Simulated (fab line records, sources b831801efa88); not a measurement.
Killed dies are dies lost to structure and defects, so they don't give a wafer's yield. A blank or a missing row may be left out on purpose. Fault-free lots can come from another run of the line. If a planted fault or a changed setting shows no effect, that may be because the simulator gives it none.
One fault through the eyes of 2 desks ; flow gf180mcu ; each desk holds nothing but its own numbers, with what lay behind them at the end

## METROLOGY DESK
Lot by lot, what the gauges showed, no matter which tool ran the lot: averages of those sampled wafers that carry a number. Marked OUT: a lot whose mean sits more than 4 standard deviations from the usual mean, which makes it out of limits; the brackets give that distance.
Columns: A = VT_IMPLANT_02_OVL at GF_VT_IMPLANT_OVL_MEAS_29, usual -0.7 nm; B = NWELL_RS at GF_VT_IMPLANT_RS_MEAS_47, usual 487.9 ohm/sq; C = HV_LDD_TW at GF_HV_LDD_TW_MEAS_11, usual 2389
lot;first seen here;A;B;C
L787;day 7 03:12;-2.0;487.9;2368
L793;day 8 21:40;0.9;488.5;2373
L794;day 9 03:58;-1.1;484.5;2415
L795;day 9 08:38;-0.8;486.6;2381
L798;day 10 03:34;-1.5;487.7;2370
L799;day 10 08:25;-1.7;487.6;2365
L801;day 11 02:46;-2.7;487.3;2420
L804;day 11 21:16;-1.9;488.1;2421
L805;day 12 03:55;0.0;487.1;2388
L806;day 12 09:04;-0.1;487.8;2398
L807;day 12 16:25;0.6;489.5;2387
L808;day 12 20:17;-1.5;488.3;2401
L809;day 13 03:31;-0.9;488.0;2388
This desk's finding: nothing out of limits on any of the 13 lots.

## TOOL OWNER'S DESK, rieSi-01
The tool's own readings at GF_POLY_GATE_ETCH_13 (etches poly-Si in HBr/Cl2, stops on SiO2, target depth 198.5 nm, time 69.6 s): means of the sampled wafers that have a number, for each lot that ran on this tool. Marked OUT: a lot whose mean sits more than 4 standard deviations from the usual mean, which makes it out of limits; the brackets give that distance.
Columns: A = drypumpMotorCurrentA at GF_POLY_GATE_ETCH_13, usual 5.5 A; B = oesProductAu at GF_POLY_GATE_ETCH_13, usual 0.990 a.u.; C = runLengthS at GF_POLY_GATE_ETCH_13, usual 97.9 s; D = throttleValvePct at GF_POLY_GATE_ETCH_13, usual 33.683 %
lot;first seen here;A;B;C;D
L793;day 11 08:26;5.6;0.996;85.4 (-30) OUT;33.680
L794;day 11 17:58;5.6;0.988;85.4 (-30) OUT;33.683
L795;day 11 21:35;5.6;0.998;89.8 (-20) OUT;33.683
L804;day 14 15:43;5.8;0.996;98.1;33.694
L808;day 15 20:37;5.7;0.988;97.9;33.693
L809;day 16 03:05;5.6;0.993;98.2;33.677
This desk finds L793, L794, L795 out of limits, L793 being first, at day 11 08:26 (runLengthS at GF_POLY_GATE_ETCH_13). Within limits: L804, L808, L809.

## BROUGHT TOGETHER
On L793, L794, L795, at day 11 08:26, an alarm was possible from the tool owner's desk.
At the metrology desk, nothing out of limits was observed.
The metrology desk holds a record of L793, L794, L795, inside its limits.
Of the lots named, all ran GF_POLY_GATE_ETCH_13 on rieSi-01.

## WHAT HAD BEEN PUT IN BY THE SIMULATOR
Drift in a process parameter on rieSi-01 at GF_POLY_GATE_ETCH_13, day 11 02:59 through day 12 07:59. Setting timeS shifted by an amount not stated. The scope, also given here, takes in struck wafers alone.
Struck lots among those shown: L793, L794, L795.
Hours from the fault's start to each desk's first reading out of limits: the tool owner's desk, 5.
